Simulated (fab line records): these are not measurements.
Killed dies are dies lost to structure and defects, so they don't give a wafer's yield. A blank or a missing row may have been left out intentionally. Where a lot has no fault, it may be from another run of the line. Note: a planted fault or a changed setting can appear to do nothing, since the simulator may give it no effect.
Which tool was responsible? -- flow gf180mcu -- 11 lots, 33 wafers sampled, at 6 steps of a route of 602

== WHAT THE GAUGES READ, wafer by wafer ==
GF_V1_THK_MEAS_01.
lot,measured,on,V1_CVD_00_THK (nm)
L677,day 18 06:53,filmMetro-04,593 587 601
L680,day 19 21:44,filmMetro-04,599 599 600
L682,day 20 22:19,filmMetro-03,600 604 593
L684,day 21 04:39,filmMetro-03,592 601 593
L685,day 21 11:47,filmMetro-04,598 609 594
L686,day 21 14:16,filmMetro-04,601 605 605
L690,day 23 20:59,filmMetro-03,599 586 602
L691,day 23 23:23,filmMetro-04,593 599 601
L693,day 24 21:16,filmMetro-04,604 607 605
L695,day 25 01:08,filmMetro-04,606 603 602
L696,day 25 10:11,filmMetro-02,601 608 607

GF_V1_THK_MEAS_03.
lot,measured,on,V1_CVD_02_THK (nm)
L677,day 18 07:01,filmMetro-04,847 843 857
L680,day 19 21:52,filmMetro-02,843 841 450 843 841 450
L682,day 20 22:26,filmMetro-04,846 466 859 847 466 859
L684,day 21 04:47,filmMetro-02,846 448 853 846 448 853
L685,day 21 11:55,filmMetro-03,854 860 847
L686,day 21 14:24,filmMetro-02,850 849 858
L690,day 23 21:07,filmMetro-04,859 855 859
L691,day 23 23:31,filmMetro-04,851 844 866
L693,day 24 21:24,filmMetro-02,840 840 858
L695,day 25 01:16,filmMetro-03,838 841 843
L696,day 25 10:19,filmMetro-03,853 854 859

GF_V1_CD_MEAS_14: target cd 260 nm.
lot,measured,on,cdNm (nm)
L677,day 19 07:09,cdSem-01,259.8 261.4 261.2
L680,day 20 22:26,cdSem-01,257.2 257.3 257.9
L682,day 21 22:49,cdSem-02,262.4 262.3 262.1
L684,day 22 04:56,cdSem-02,261.9 261.7 261.2
L685,day 22 11:26,cdSem-01,260.3 258.8 259.2
L686,day 22 14:46,cdSem-01,259.5 260.9 260.2
L690,day 24 19:55,cdSem-02,259.9 259.5 258.8
L691,day 24 21:30,cdSem-01,260.8 261.2 260.8
L693,day 25 19:00,cdSem-02,260.6 261.2 261.4
L695,day 25 22:58,cdSem-02,257.1 257.9 257.1
L696,day 26 07:19,cdSem-01,262.3 261.2 261.1

== EACH LOT AND THE TOOL THAT RAN IT (in order: tool; ch and the chambers of the sampled wafers; start) ==
lot,GF_CONTACT_CMP_27,GF_V1_CVD_02,GF_V1_CMP_04
L677,"cmp-02 ch 1,2,3, day 17 06:50","pecvd-01 ch 0,2, day 18 06:56","cmp-02 ch 1,2,3, day 18 07:04"
L680,"cmp-02 ch 0,1,2, day 18 19:49","pecvd-01 ch 0,1,2, day 19 21:47","cmp-02 ch 1,2,3, day 20 00:43"
L682,"cmp-01 ch 0,1, day 19 20:01","pecvd-01 ch 0,1,2, day 20 22:21","cmp-02 ch 0,2, day 20 23:56"
L684,"cmp-01 ch 0,1,3, day 20 02:21","pecvd-01 ch 0,1,2, day 21 04:43","cmp-02 ch 0,1,2, day 21 07:58"
L685,"cmp-02 ch 1,2, day 20 10:49","pecvd-02 ch 0,1, day 21 11:51","cmp-01 ch 0,2, day 21 11:59"
L686,"cmp-02 ch 1,2,3, day 20 12:57","pecvd-03 ch 0,1,2, day 21 14:20","cmp-02 ch 1,2,3, day 21 14:31"
L690,"cmp-02 ch 1,2, day 22 20:53","pecvd-03 ch 0,2, day 23 21:01","cmp-02 ch 2,3, day 23 21:12"
L691,"cmp-01 ch 0,1,3, day 23 00:14","pecvd-01 ch 0,1,2, day 23 23:26","cmp-02 ch 0,1,3, day 23 23:37"
L693,"cmp-01 ch 0,2,3, day 23 22:14","pecvd-01 ch 0,1,2, day 24 21:19","cmp-01 ch 2,3, day 24 21:44"
L695,"cmp-01 ch 0,3, day 24 01:40","pecvd-02 ch 0,1, day 25 01:12","cmp-01 ch 0,2, day 25 01:23"
L696,"cmp-01 ch 1,2,3, day 24 12:01","pecvd-01 ch 0,1,2, day 25 10:14","cmp-02 ch 1,2, day 25 10:22"
- GF_CONTACT_CMP_27: polishes, stops on SiO2, t overpolish 15 s, target thk 0 nm.
- GF_V1_CVD_02: deposits SiO2 from TEOS, target thk 850 nm, time 94.851 s.
- GF_V1_CMP_04: polishes SiO2.

== WHAT THE TOOLS THEMSELVES READ (means of the sampled wafers that have a number; where no wafer has one, the mark that the record gives instead) ==
GF_CONTACT_CMP_27.
lot,tool,motorCurrentA (A),overpolishRunS (s),slurryFlowMlMin,timeToEndpointS (s)
L677,cmp-02,10.5,14.993,150.3,73
L680,cmp-02,10.4,14.994,149.8,73
L682,cmp-01,11.9,15.000,150.0,72
L684,cmp-01,11.0,15.009,150.2,72
L685,cmp-02,11.7,14.998,150.0,75
L686,cmp-02,10.2,14.999,149.8,75
L690,cmp-02,10.0,15.003,150.1,76
L691,cmp-01,10.9,14.997,150.1,72
L693,cmp-01,11.2,15.010,150.4,67
L695,cmp-01,10.7,15.013,149.8,68
L696,cmp-01,11.3,15.005,149.8,68

GF_V1_CVD_02.
lot,tool,heaterPowerW (W),runLengthS (s)
L677,pecvd-01,594,123.6
L680,pecvd-01,666,108.6
L682,pecvd-01,662,108.4
L684,pecvd-01,634,108.6
L685,pecvd-02,594,123.2
L686,pecvd-03,609,123.3
L690,pecvd-03,604,122.8
L691,pecvd-01,644,123.2
L693,pecvd-01,629,123.4
L695,pecvd-02,590,122.3
L696,pecvd-01,563,123.2

GF_V1_CMP_04.
lot,tool,motorCurrentA (A),slurryFlowMlMin,timeToEndpointS (s)
L677,cmp-02,11.4,150.1,78
L680,cmp-02,11.4,149.8,65
L682,cmp-02,12.6,149.8,69
L684,cmp-02,11.5,150.2,70
L685,cmp-01,13.3,149.9,81
L686,cmp-02,11.9,149.7,82
L690,cmp-02,13.2,150.0,87
L691,cmp-02,10.7,150.2,86
L693,cmp-01,12.6,150.0,76
L695,cmp-01,12.6,150.5,77
L696,cmp-02,11.2,149.8,84

== THE ANSWER, worked out from the rows above alone ==
Rule: what is usual is taken from the lots themselves. Put in order of their means at a reading, lots are off if they are a third of the lots or fewer, leave a main group of 4 or more, and stand apart from it by a gap of 3 or more times the standard deviation of the main group's means; of several such gaps the widest counts. If all means in a main group match to the digits the tables above print for the reading, that group is not used. A lot without any number at a reading at which 4 lots or more have one is off too. Any other lot the step has rows for is counted as sound. Order of review: gauges by route order, followed by the tools' own readings, for which a lot's mean as printed above is used. The first step at which some lot is off is used, and at that step the reading that is off furthest; a lot without a number counts as furthest.
Off: at GF_V1_THK_MEAS_03 (V1_CVD_02_THK), L680, L682, L684. The main group: mean 851 nm, standard deviation 5.2.
If a tool, at a process step before that reading, ran all the lots that are off and no sound lot after the first of them, it fits. The gauges at GF_V1_THK_MEAS_03 aren't tried: what is off there is off at GF_V1_CVD_02 too, on other tools, and a gauge's error can't cause that. None of those tried fits.

== WHAT HAD BEEN PUT IN BY THE SIMULATOR ==
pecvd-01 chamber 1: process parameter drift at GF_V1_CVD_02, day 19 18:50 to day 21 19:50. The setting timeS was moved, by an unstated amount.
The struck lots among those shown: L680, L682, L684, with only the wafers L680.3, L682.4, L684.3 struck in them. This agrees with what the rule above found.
